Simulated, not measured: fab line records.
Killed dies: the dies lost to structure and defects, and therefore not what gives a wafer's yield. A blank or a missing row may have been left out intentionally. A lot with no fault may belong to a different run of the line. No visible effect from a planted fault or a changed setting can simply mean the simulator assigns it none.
Matching of chambers || flow gf180mcu || 4 sister chambers for GF_V3_ETCH_16 on rie_diel-01
The step etches BARC in N2/H2. 8 wafers are shown with their chamber, then 8 later ones without.

EACH WAFER AND ITS CHAMBER
{"wafer": "L087.3", "chamber": 3, "drypump_motor_current_A (A)": 6.1, "throttle_valve_pct (%)": 13.232}
{"wafer": "L087.6", "chamber": 3, "drypump_motor_current_A (A)": 6.2, "throttle_valve_pct (%)": 13.233}
{"wafer": "L088.5", "chamber": 1, "drypump_motor_current_A (A)": 6.4, "throttle_valve_pct (%)": 13.227}
{"wafer": "L088.6", "chamber": 0, "drypump_motor_current_A (A)": 5.5, "throttle_valve_pct (%)": 13.214}
{"wafer": "L089.1", "chamber": 2, "drypump_motor_current_A (A)": 6.3, "throttle_valve_pct (%)": 13.237}
{"wafer": "L089.2", "chamber": 1, "drypump_motor_current_A (A)": 6.3, "throttle_valve_pct (%)": 13.225}
{"wafer": "L089.3", "chamber": 0, "drypump_motor_current_A (A)": 5.5, "throttle_valve_pct (%)": 13.222}
{"wafer": "L090.1", "chamber": 2, "drypump_motor_current_A (A)": 6.3, "throttle_valve_pct (%)": 13.228}

WAFERS WITHOUT THEIR CHAMBER
{"wafer": "L090.2", "drypump_motor_current_A (A)": 6.3, "throttle_valve_pct (%)": 13.219}
{"wafer": "L090.3", "drypump_motor_current_A (A)": 6.2, "throttle_valve_pct (%)": 13.229}
{"wafer": "L093.2", "drypump_motor_current_A (A)": 6.2, "throttle_valve_pct (%)": 13.217}
{"wafer": "L093.3", "drypump_motor_current_A (A)": 6.4, "throttle_valve_pct (%)": 13.232}
{"wafer": "L093.6", "drypump_motor_current_A (A)": 5.5, "throttle_valve_pct (%)": 13.216}
{"wafer": "L094.1", "drypump_motor_current_A (A)": 6.2, "throttle_valve_pct (%)": 13.205}
{"wafer": "L094.5", "drypump_motor_current_A (A)": 6.2, "throttle_valve_pct (%)": 13.217}
{"wafer": "L094.6", "drypump_motor_current_A (A)": 5.4, "throttle_valve_pct (%)": 13.222}

WHICH CHAMBER EACH WENT THROUGH
{"wafer": "L090.2", "from the rows above": "can't be placed: 1 or 2", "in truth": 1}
{"wafer": "L090.3", "from the rows above": "can't be placed: 3 or 2 or 1", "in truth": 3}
{"wafer": "L093.2", "from the rows above": "can't be placed: 1 or 3 or 2", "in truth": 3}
{"wafer": "L093.3", "from the rows above": "can't be placed: 1 or 2", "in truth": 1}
{"wafer": "L093.6", "from the rows above": 0, "in truth": 0}
{"wafer": "L094.1", "from the rows above": "can't be placed: 1 or 3 or 2", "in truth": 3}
{"wafer": "L094.5", "from the rows above": "can't be placed: 1 or 3 or 2", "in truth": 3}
{"wafer": "L094.6", "from the rows above": 0, "in truth": 0}
Correctly placed: 2 of 8. Can't be placed from these rows: 6 (the true chamber is among the candidates in 6). Wrongly placed: 0.
How it was worked out, from the rows above alone: a wafer's distance from a chamber is the root of the sum, over the readings, of the square of ((its reading less the chamber's mean) divided by the reading's scatter). If the next closest chamber is less than 2 further off than the closest, the wafer can't be placed; otherwise it belongs to the closest. A chamber's mean is the mean of its shown wafers. The scatter: the root of (the sum of the squares of (reading less its chamber's mean) over the shown wafers, divided by (wafers less chambers)).
